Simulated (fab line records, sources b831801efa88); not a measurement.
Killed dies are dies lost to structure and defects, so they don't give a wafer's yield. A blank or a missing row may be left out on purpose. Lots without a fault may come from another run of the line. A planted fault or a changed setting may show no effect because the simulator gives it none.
Which tool did it? | flow gf180mcu | 14 lots, 42 wafers sampled, at 4 steps of a route of 602

WHAT THE GAUGES READ, wafer by wafer
GF_M2_THK_MEAS_06: measures by xrf. Usual: M2_ALCU_THK 434 nm, standard deviation 5.3.
lot  | measured     | on            | M2_ALCU_THK (nm) | flag
L712 | day 18 19:43 | film_metro-03 | 424 431 432      |
L714 | day 19 18:34 | film_metro-04 | 437 437 438      |
L715 | day 19 22:53 | film_metro-01 | 438 438 434      |
L716 | day 20 22:01 | film_metro-04 | 438 438 439      |
L717 | day 20 23:01 | film_metro-01 | 433 431 431      |
L718 | day 21 02:56 | film_metro-01 | 431 430 436      |
L719 | day 21 07:26 | film_metro-04 | 439 429 430      |
L720 | day 21 13:25 | film_metro-03 | 431 423 429      |
L721 | day 21 17:13 | film_metro-01 | 438 436 437      |
L722 | day 22 07:25 | film_metro-01 | 430 434 434      |
L725 | day 23 07:35 | film_metro-01 | 439 436 436      |
L727 | day 24 01:00 | film_metro-01 | 441 438 438      |
L733 | day 25 20:06 | film_metro-01 | 437 434 431      |
L734 | day 26 07:13 | film_metro-04 | 437 445 444      |

GF_M2_CD_MEAS_14: target cd 280 nm. Usual: cd_nm 279.7 nm, standard deviation 1.1.
lot  | measured     | on        | cd_nm (nm)        | flag
L712 | day 19 19:31 | cd_sem-02 | 281.0 281.3 281.8 |
L714 | day 20 18:06 | cd_sem-01 | 279.1 279.0 278.5 |
L715 | day 20 23:26 | cd_sem-02 | 279.6 280.9 279.8 |
L716 | day 21 21:55 | cd_sem-02 | 280.3 282.2 281.5 |
L717 | day 21 22:52 | cd_sem-01 | 279.2 279.7 280.7 |
L718 | day 22 02:05 | cd_sem-01 | 279.4 281.0 280.2 |
L719 | day 22 07:07 | cd_sem-02 | 280.7 280.8 279.9 |
L720 | day 22 12:41 | cd_sem-01 | 279.2 279.8 279.5 |
L721 | day 22 16:53 | cd_sem-02 | 278.9 278.8 279.6 |
L722 | day 23 06:52 | cd_sem-02 | 279.9 280.7 279.4 |
L725 | day 24 05:19 | cd_sem-02 | 248.8 248.6 248.2 | OFF
L727 | day 24 22:57 | cd_sem-01 | 248.1 246.7 248.2 | OFF
L733 | day 26 16:24 | cd_sem-01 | 280.4 280.7 279.9 |
L734 | day 27 04:38 | cd_sem-01 | 280.0 281.3 279.6 |

WHICH TOOL RAN EACH LOT (tool, then ch and the chambers of the sampled wafers, then the start)
lot  | GF_V1_ETCH_16                      | GF_M2_SOFTBAKE_10
L712 | rie_diel-01 ch 1,2,3, day 18 18:01 | litho_track-02 ch 0, day 19 06:52
L714 | rie_diel-01 ch 1,2,3, day 19 16:46 | litho_track-01 ch 0, day 20 05:48
L715 | rie_diel-04 ch 0,1,3, day 19 21:11 | litho_track-01 ch 0, day 20 10:44
L716 | rie_diel-04 ch 1,3, day 20 20:14   | litho_track-01 ch 0, day 21 09:48
L717 | rie_diel-01 ch 0,1,2, day 20 21:19 | litho_track-01 ch 0, day 21 10:24
L718 | rie_diel-02 ch 0,1,2, day 21 01:13 | litho_track-04 ch 0, day 21 14:24
L719 | rie_diel-02 ch 0,2,3, day 21 05:44 | litho_track-04 ch 0, day 21 19:42
L720 | rie_diel-04 ch 0,2,3, day 21 11:43 | litho_track-01 ch 0, day 22 01:00
L721 | rie_diel-04 ch 0,3, day 21 15:28   | litho_track-01 ch 0, day 22 05:08
L722 | rie_diel-01 ch 0,1,3, day 22 05:38 | litho_track-01 ch 0, day 22 19:05
L725 | rie_diel-01 ch 1,3, day 23 05:46   | litho_track-01 ch 0, day 23 18:02
L727 | rie_diel-01 ch 0,3, day 23 23:16   | litho_track-01 ch 0, day 24 11:21
L733 | rie_diel-04 ch 0,1,3, day 25 17:22 | litho_track-02 ch 0, day 26 06:16
L734 | rie_diel-04 ch 1,2,3, day 26 05:19 | litho_track-02 ch 0, day 26 18:02
- GF_V1_ETCH_16: etches BARC in N2/H2.
- GF_M2_SOFTBAKE_10: time 60 s.

WHAT THE TOOLS THEMSELVES READ (means of the sampled wafers that have a number; where no wafer has one, the mark that the record gives instead)
GF_V1_ETCH_16. Usual: drypump_motor_current_A 5.9 A, standard deviation 0.51; oes_product_au 0.855 a.u., standard deviation 0.0052; throttle_valve_pct 13.225 %, standard deviation 0.0089.
lot  | tool        | drypump_motor_current_A (A) | oes_product_au (a.u.) | throttle_valve_pct (%) | flag
L712 | rie_diel-01 | 5.7                         | 0.852                 | 13.227                 |
L714 | rie_diel-01 | 5.7                         | 0.852                 | 13.218                 |
L715 | rie_diel-04 | 5.5                         | 0.854                 | 13.227                 |
L716 | rie_diel-04 | 6.0                         | 0.852                 | 13.223                 |
L717 | rie_diel-01 | 5.9                         | 0.859                 | 13.226                 |
L718 | rie_diel-02 | 6.3                         | 0.859                 | 13.229                 |
L719 | rie_diel-02 | 6.0                         | 0.852                 | 13.225                 |
L720 | rie_diel-04 | 6.0                         | 0.850                 | 13.217                 |
L721 | rie_diel-04 | 5.9                         | 0.849                 | 13.227                 |
L722 | rie_diel-01 | 6.0                         | 0.853                 | 13.225                 |
L725 | rie_diel-01 | 5.8                         | 0.860                 | 13.220                 |
L727 | rie_diel-01 | 6.0                         | 0.852                 | 13.220                 |
L733 | rie_diel-04 | 5.5                         | 0.853                 | 13.229                 |
L734 | rie_diel-04 | 6.1                         | 0.857                 | 13.236                 |

GF_M2_SOFTBAKE_10. Usual: heater_power_total_W 93.05 W, standard deviation 0.063; plate_temp_C 129.99 C, standard deviation 0.13.
lot  | tool           | heater_power_total_W (W) | plate_temp_C (C) | flag
L712 | litho_track-02 | 93.03                    | 130.04           |
L714 | litho_track-01 | 93.08                    | 130.08           |
L715 | litho_track-01 | 93.07                    | 129.97           |
L716 | litho_track-01 | 93.01                    | 130.03           |
L717 | litho_track-01 | 93.10                    | 129.83           |
L718 | litho_track-04 | 93.04                    | 130.07           |
L719 | litho_track-04 | 93.05                    | 129.97           |
L720 | litho_track-01 | 93.10                    | 130.00           |
L721 | litho_track-01 | 93.05                    | 129.87           |
L722 | litho_track-01 | 93.06                    | 130.13           |
L725 | litho_track-01 | 101.75                   | 139.32           | OFF
L727 | litho_track-01 | 101.70                   | 139.30           | OFF
L733 | litho_track-02 | 93.06                    | 129.82           |
L734 | litho_track-02 | 93.06                    | 129.88           |

THE ANSWER, worked out from the rows above alone
Rule: a lot is off if the mean of its wafers that have a number lies more than 3 standard deviations from the usual mean. A lot without any number at a reading at which 4 lots or more have one is off too. The other lots that the step has rows for count as sound. The gauges are gone through in route order, then the tools' own readings, and for those a lot's mean is taken as printed above. The first step at which some lot is off is used, and at that step the reading that is off furthest; a lot without a number counts as furthest.
Off: L725, L727, at GF_M2_CD_MEAS_14 (cd_nm).
A tool fits if, at a process step before that reading, it ran every lot that is off, and no sound lot after the first of them. The gauges at GF_M2_CD_MEAS_14 aren't tried: what is off there is off at GF_M2_SOFTBAKE_10 too, on other tools, and a gauge's error can't cause that. Can't be told from this: 2 tools fit, rie_diel-01 at GF_V1_ETCH_16, litho_track-01 at GF_M2_SOFTBAKE_10.

WHAT THE SIMULATOR HAD PUT IN
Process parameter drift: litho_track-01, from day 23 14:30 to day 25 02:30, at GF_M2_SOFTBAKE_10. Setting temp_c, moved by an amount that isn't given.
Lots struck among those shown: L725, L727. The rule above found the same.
